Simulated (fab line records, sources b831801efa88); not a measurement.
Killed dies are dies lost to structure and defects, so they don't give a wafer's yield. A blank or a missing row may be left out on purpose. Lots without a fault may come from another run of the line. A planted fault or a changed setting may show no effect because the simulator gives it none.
One fault seen from 2 desks | flow gf180mcu | each desk has only its own numbers; what lay behind them comes last

THE METROLOGY DESK
What the gauges read, lot by lot, whatever tool the lot ran on: means of the sampled wafers that have a number. A lot is out of limits, marked OUT, if its mean lies more than 4 standard deviations from the usual mean; the brackets give that distance.
Columns: A = VT_IMPLANT_01_OVL at GF_VT_IMPLANT_OVL_MEAS_18, usual 0.1 nm; B = cd_nm at GF_POLY_GATE_CD_MEAS_18, usual 279.8 nm
lot  | first seen here | A    | B
L722 | day 6 07:05     | -0.3 | 279.0
L724 | day 6 16:22     | 0.6  | 279.5
L726 | day 7 07:10     | -0.2 | 280.9
L727 | day 7 15:22     | 1.8  | 280.2
L729 | day 8 01:43     | 0.2  | 278.1
L737 | day 10 06:13    | -0.8 | 279.1
L739 | day 10 20:01    | 0.9  | 279.0
L740 | day 11 02:55    | 0.3  | 283.3
L741 | day 11 07:55    | -0.9 | 282.1
L742 | day 11 14:29    | 0.5  | 280.5
L743 | day 11 20:21    | 0.1  | 280.7
L744 | day 12 04:07    | 0.0  | 281.3
L745 | day 12 12:05    | -1.9 | 280.7
This desk's finding: nothing out of limits on any of the 13 lots.

THE TOOL OWNER'S DESK: plasma_asher-01
The tool's own readings at GF_HV_LDD_STRIP_22 (strips in O2/N2): means of the sampled wafers that have a number, for each lot that ran on this tool. A lot is out of limits, marked OUT, if its mean lies more than 4 standard deviations from the usual mean; the brackets give that distance.
Columns: A = drypump_motor_current_A at GF_HV_LDD_STRIP_22, usual 6.0 A; B = heater_power_w at GF_HV_LDD_STRIP_22, usual 322 W; C = n2_flow_sccm at GF_HV_LDD_STRIP_22, usual 300.0 sccm; D = o2_flow_sccm at GF_HV_LDD_STRIP_22, usual 2999 sccm; E = oes_product_au at GF_HV_LDD_STRIP_22, usual 0.716 a.u.; F = platen_temp_c at GF_HV_LDD_STRIP_22, usual 250.04 C; G = strip_time_to_endpoint_s at GF_HV_LDD_STRIP_22, usual 12.62 s
lot  | first seen here | A   | B   | C     | D    | E               | F      | G
L724 | day 11 07:19    | 5.9 | 312 | 299.3 | 3002 | 0.718           | 250.10 | 12.63
L726 | day 12 01:49    | 5.6 | 319 | 299.9 | 3014 | 0.713           | 250.07 | 12.66
L727 | day 12 10:11    | 5.6 | 321 | 301.4 | 2999 | 0.715           | 249.79 | 12.61
L729 | day 13 00:11    | 5.6 | 317 | 299.4 | 3003 | 0.906 (+41) OUT | 250.00 | -
L739 | day 16 07:34    | 5.9 | 314 | 301.6 | 2991 | 0.716           | 250.12 | 12.61
L745 | day 18 08:31    | 5.6 | 315 | 299.8 | 3000 | 0.713           | 249.95 | 12.58
This desk's finding: out of limits on L729; first on L729, day 13 00:11 (oes_product_au at GF_HV_LDD_STRIP_22). In limits: L724, L726, L727, L739, L745.

PUT TOGETHER
The tool owner's desk could have raised an alarm at day 13 00:11, on L729.
The metrology desk saw nothing out of limits.
The metrology desk has L729 on record, within its limits.
Of the lots named, all ran GF_HV_LDD_STRIP_22 on plasma_asher-01.

WHAT THE SIMULATOR HAD PUT IN
Strip aborted: plasma_asher-01, from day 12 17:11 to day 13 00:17, at GF_HV_LDD_STRIP_22. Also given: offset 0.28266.
Lots struck among those shown: L729.
Hours from the fault's start to each desk's first reading out of limits: the tool owner's desk, 7.
